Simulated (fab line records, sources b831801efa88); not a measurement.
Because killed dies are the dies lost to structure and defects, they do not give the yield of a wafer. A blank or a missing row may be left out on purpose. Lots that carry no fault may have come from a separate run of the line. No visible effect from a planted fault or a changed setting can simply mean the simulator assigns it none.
Which tool was responsible? :: flow sky130 :: Sampling: 13 lots, 39 wafers, 5 of 708 route steps

## WHAT THE GAUGES READ, wafer by wafer
SKY_NWELL_THK_MEAS_02. Usual: NWELL_OXIDATION_THK 9.94 nm, standard deviation 0.21.
lot: L422
measured: day 2 12:08
on: film metro-02
NWELL_OXIDATION_THK (nm): 10.02 9.99 10.04
flag: 

lot: L423
measured: day 2 20:32
on: film metro-03
NWELL_OXIDATION_THK (nm): 9.91 9.86 9.96
flag: 

lot: L424
measured: day 3 00:16
on: film metro-03
NWELL_OXIDATION_THK (nm): 10.05 10.12 10.20
flag: 

lot: L425
measured: day 3 01:47
on: film metro-03
NWELL_OXIDATION_THK (nm): 9.70 9.85 9.82
flag: 

lot: L428
measured: day 3 22:27
on: film metro-03
NWELL_OXIDATION_THK (nm): 9.78 9.80 9.75
flag: 

lot: L432
measured: day 4 17:22
on: film metro-03
NWELL_OXIDATION_THK (nm): 9.80 9.84 9.72
flag: 

lot: L433
measured: day 4 22:32
on: film metro-01
NWELL_OXIDATION_THK (nm): 10.29 10.26 10.34
flag: 

lot: L434
measured: day 5 00:49
on: film metro-03
NWELL_OXIDATION_THK (nm): 10.22 10.25 10.29
flag: 

lot: L435
measured: day 5 07:50
on: film metro-02
NWELL_OXIDATION_THK (nm): 9.97 10.06 9.89
flag: 

lot: L436
measured: day 5 17:26
on: film metro-01
NWELL_OXIDATION_THK (nm): 10.31 10.03 10.20
flag: 

lot: L442
measured: day 6 21:02
on: film metro-03
NWELL_OXIDATION_THK (nm): 9.89 9.87 9.87
flag: 

lot: L444
measured: day 7 06:16
on: film metro-03
NWELL_OXIDATION_THK (nm): 9.71 9.74 9.85
flag: 

lot: L445
measured: day 7 12:53
on: film metro-03
NWELL_OXIDATION_THK (nm): 9.73 9.89 9.71
flag: 

SKY_VT_ADJUST_LVTN_OVL_MEAS_18. Usual: VT_ADJUST_LVTN_01_OVL -0.6 nm, standard deviation 1.7.
lot: L422
measured: day 7 12:25
on: overlay-01
VT_ADJUST_LVTN_01_OVL (nm): 2.4 -0.5 1.4
flag: 

lot: L423
measured: day 8 00:16
on: overlay-01
VT_ADJUST_LVTN_01_OVL (nm): 0.7 0.7 0.2
flag: 

lot: L424
measured: day 8 06:15
on: overlay-01
VT_ADJUST_LVTN_01_OVL (nm): 2.2 -2.5 -3.4
flag: 

lot: L425
measured: day 8 07:49
on: overlay-01
VT_ADJUST_LVTN_01_OVL (nm): -2.9 -1.2 -1.2
flag: 

lot: L428
measured: day 9 11:31
on: overlay-02
VT_ADJUST_LVTN_01_OVL (nm): -0.4 -0.6 -0.9
flag: 

lot: L432
measured: day 10 10:31
on: overlay-01
VT_ADJUST_LVTN_01_OVL (nm): -0.8 1.2 0.7
flag: 

lot: L433
measured: day 10 19:01
on: overlay-01
VT_ADJUST_LVTN_01_OVL (nm): -1.1 -1.2 -0.9
flag: 

lot: L434
measured: day 10 20:49
on: overlay-02
VT_ADJUST_LVTN_01_OVL (nm): -2.0 -1.0 -1.2
flag: 

lot: L435
measured: day 11 06:34
on: overlay-02
VT_ADJUST_LVTN_01_OVL (nm): -0.9 -0.8 -1.7
flag: 

lot: L436
measured: day 11 20:43
on: overlay-02
VT_ADJUST_LVTN_01_OVL (nm): -3.1 -0.9 -2.6
flag: 

lot: L442
measured: day 13 10:36
on: overlay-01
VT_ADJUST_LVTN_01_OVL (nm): 0.7 0.2 0.5
flag: 

lot: L444
measured: day 13 17:51
on: overlay-01
VT_ADJUST_LVTN_01_OVL (nm): 0.4 0.8 0.6
flag: 

lot: L445
measured: day 14 03:19
on: overlay-02
VT_ADJUST_LVTN_01_OVL (nm): 0.3 -2.8 -1.3
flag: 

SKY_VT_ADJUST_LVTN_TW_MEAS_21. Usual: VT_ADJUST_LVTN_2_TW 189.1, standard deviation 1.1.
lot: L422
measured: day 7 12:43
on: film metro-03
VT_ADJUST_LVTN_2_TW: 187.0 188.3 188.3
flag: 

lot: L423
measured: day 8 00:33
on: film metro-01
VT_ADJUST_LVTN_2_TW: 189.4 189.2 189.5
flag: 

lot: L424
measured: day 8 06:32
on: film metro-03
VT_ADJUST_LVTN_2_TW: 190.1 188.6 190.4
flag: 

lot: L425
measured: day 8 08:06
on: film metro-01
VT_ADJUST_LVTN_2_TW: 189.7 188.5 189.9
flag: 

lot: L428
measured: day 9 11:48
on: film metro-04
VT_ADJUST_LVTN_2_TW: 189.3 188.8 188.2
flag: 

lot: L432
measured: day 10 10:48
on: film metro-03
VT_ADJUST_LVTN_2_TW: 188.1 187.9 188.5
flag: 

lot: L433
measured: day 10 19:18
on: film metro-01
VT_ADJUST_LVTN_2_TW: 201.9 203.2 203.1
flag: OFF

lot: L434
measured: day 10 21:06
on: film metro-04
VT_ADJUST_LVTN_2_TW: 190.0 189.9 191.7
flag: 

lot: L435
measured: day 11 06:52
on: film metro-01
VT_ADJUST_LVTN_2_TW: 200.4 202.2 201.2
flag: OFF

lot: L436
measured: day 11 21:00
on: film metro-03
VT_ADJUST_LVTN_2_TW: 188.4 187.9 188.1
flag: 

lot: L442
measured: day 13 10:53
on: film metro-04
VT_ADJUST_LVTN_2_TW: 189.1 189.6 189.9
flag: 

lot: L444
measured: day 13 18:08
on: film metro-03
VT_ADJUST_LVTN_2_TW: 187.7 185.9 186.8
flag: 

lot: L445
measured: day 14 03:36
on: film metro-01
VT_ADJUST_LVTN_2_TW: 187.3 188.3 186.5
flag: 

SKY_VT_ADJUST_HVTR_TW_MEAS_11. Usual: VT_ADJUST_HVTR_TW 211.3, standard deviation 1.2.
lot: L422
measured: day 9 06:12
on: film metro-03
VT_ADJUST_HVTR_TW: 211.9 212.0 212.4
flag: 

lot: L423
measured: day 9 19:48
on: film metro-01
VT_ADJUST_HVTR_TW: 212.7 212.0 210.3
flag: 

lot: L424
measured: day 10 01:23
on: film metro-02
VT_ADJUST_HVTR_TW: 212.8 212.8 212.2
flag: 

lot: L425
measured: day 10 02:20
on: film metro-03
VT_ADJUST_HVTR_TW: 210.2 211.1 210.5
flag: 

lot: L428
measured: day 11 08:43
on: film metro-03
VT_ADJUST_HVTR_TW: 211.2 211.2 211.9
flag: 

lot: L432
measured: day 12 10:04
on: film metro-02
VT_ADJUST_HVTR_TW: 210.8 211.5 211.7
flag: 

lot: L433
measured: day 12 17:58
on: film metro-03
VT_ADJUST_HVTR_TW: 211.0 211.0 212.1
flag: 

lot: L434
measured: day 12 21:32
on: film metro-03
VT_ADJUST_HVTR_TW: 212.0 211.8 211.2
flag: 

lot: L435
measured: day 13 06:00
on: film metro-03
VT_ADJUST_HVTR_TW: 210.4 211.2 209.6
flag: 

lot: L436
measured: day 13 21:51
on: film metro-01
VT_ADJUST_HVTR_TW: 211.3 211.9 212.1
flag: 

lot: L442
measured: day 15 13:50
on: film metro-03
VT_ADJUST_HVTR_TW: 210.4 209.8 210.3
flag: 

lot: L444
measured: day 15 23:54
on: film metro-02
VT_ADJUST_HVTR_TW: 212.6 212.7 212.3
flag: 

lot: L445
measured: day 16 10:37
on: film metro-03
VT_ADJUST_HVTR_TW: 210.6 210.5 210.2
flag: 

## WHICH TOOL RAN EACH LOT (tool, then ch and the chambers of the sampled wafers, then the start)
lot: L422
SKY_VT_ADJUST_LVTN_IMPLANT_19: implanter-01 ch 0, day 7 12:28

lot: L423
SKY_VT_ADJUST_LVTN_IMPLANT_19: implanter-02 ch 0, day 8 00:18

lot: L424
SKY_VT_ADJUST_LVTN_IMPLANT_19: implanter-02 ch 0, day 8 06:17

lot: L425
SKY_VT_ADJUST_LVTN_IMPLANT_19: implanter-01 ch 0, day 8 07:51

lot: L428
SKY_VT_ADJUST_LVTN_IMPLANT_19: implanter-01 ch 0, day 9 11:33

lot: L432
SKY_VT_ADJUST_LVTN_IMPLANT_19: implanter-04 ch 0, day 10 10:33

lot: L433
SKY_VT_ADJUST_LVTN_IMPLANT_19: implanter-01 ch 0, day 10 19:03

lot: L434
SKY_VT_ADJUST_LVTN_IMPLANT_19: implanter-02 ch 0, day 10 20:53

lot: L435
SKY_VT_ADJUST_LVTN_IMPLANT_19: implanter-01 ch 0, day 11 06:37

lot: L436
SKY_VT_ADJUST_LVTN_IMPLANT_19: implanter-04 ch 0, day 11 20:46

lot: L442
SKY_VT_ADJUST_LVTN_IMPLANT_19: implanter-01 ch 0, day 13 10:38

lot: L444
SKY_VT_ADJUST_LVTN_IMPLANT_19: implanter-02 ch 0, day 13 17:54

lot: L445
SKY_VT_ADJUST_LVTN_IMPLANT_19: implanter-01 ch 0, day 14 03:22
- SKY_VT_ADJUST_LVTN_IMPLANT_19

## WHAT THE TOOLS THEMSELVES READ (means of the sampled wafers that have a number; where no wafer has one, the mark that the record gives instead)
SKY_VT_ADJUST_LVTN_IMPLANT_19. Usual: beam on s 10.00 s, standard deviation 0.23; faraday current uA 3.66, standard deviation 0.081.
lot: L422
tool: implanter-01
beam on s (s): 10.12
faraday current uA: 3.61
flag: 

lot: L423
tool: implanter-02
beam on s (s): 10.01
faraday current uA: 3.67
flag: 

lot: L424
tool: implanter-02
beam on s (s): 9.85
faraday current uA: 3.72
flag: 

lot: L425
tool: implanter-01
beam on s (s): 9.90
faraday current uA: 3.70
flag: 

lot: L428
tool: implanter-01
beam on s (s): 10.20
faraday current uA: 3.59
flag: 

lot: L432
tool: implanter-04
beam on s (s): 10.32
faraday current uA: 3.56
flag: 

lot: L433
tool: implanter-01
beam on s (s): 12.52
faraday current uA: 2.92
flag: OFF

lot: L434
tool: implanter-02
beam on s (s): 9.78
faraday current uA: 3.74
flag: 

lot: L435
tool: implanter-01
beam on s (s): 12.68
faraday current uA: 2.89
flag: OFF

lot: L436
tool: implanter-04
beam on s (s): 9.90
faraday current uA: 3.70
flag: 

lot: L442
tool: implanter-01
beam on s (s): 10.06
faraday current uA: 3.64
flag: 

lot: L444
tool: implanter-02
beam on s (s): 9.99
faraday current uA: 3.66
flag: 

lot: L445
tool: implanter-01
beam on s (s): 10.28
faraday current uA: 3.57
flag: 

## THE ANSWER, worked out from the rows above alone
Rule: lot off if the mean of its wafers having a number is beyond 3 standard deviations from the usual mean. A lot without any number at a reading at which 4 lots or more have one is off too. Where the step has rows for the other lots, those lots are counted as sound. Order of review: gauges by route order, followed by the tools' own readings, for which a lot's mean as printed above is used. At the first step where some lot is off, the reading lying furthest off is the one used; lots without a number count as furthest.
Off: L433, L435, seen at SKY_VT_ADJUST_LVTN_TW_MEAS_21 (VT_ADJUST_LVTN_2_TW).
A tool fits if, at a process step before that reading, it ran every lot that is off, and no sound lot after the first of them. The gauges at SKY_VT_ADJUST_LVTN_TW_MEAS_21 aren't tried: what is off there is off at SKY_VT_ADJUST_LVTN_IMPLANT_19 too, on other tools, and a gauge's error can't cause that. Of those tried, none fits.

## WHAT THE SIMULATOR PUT IN
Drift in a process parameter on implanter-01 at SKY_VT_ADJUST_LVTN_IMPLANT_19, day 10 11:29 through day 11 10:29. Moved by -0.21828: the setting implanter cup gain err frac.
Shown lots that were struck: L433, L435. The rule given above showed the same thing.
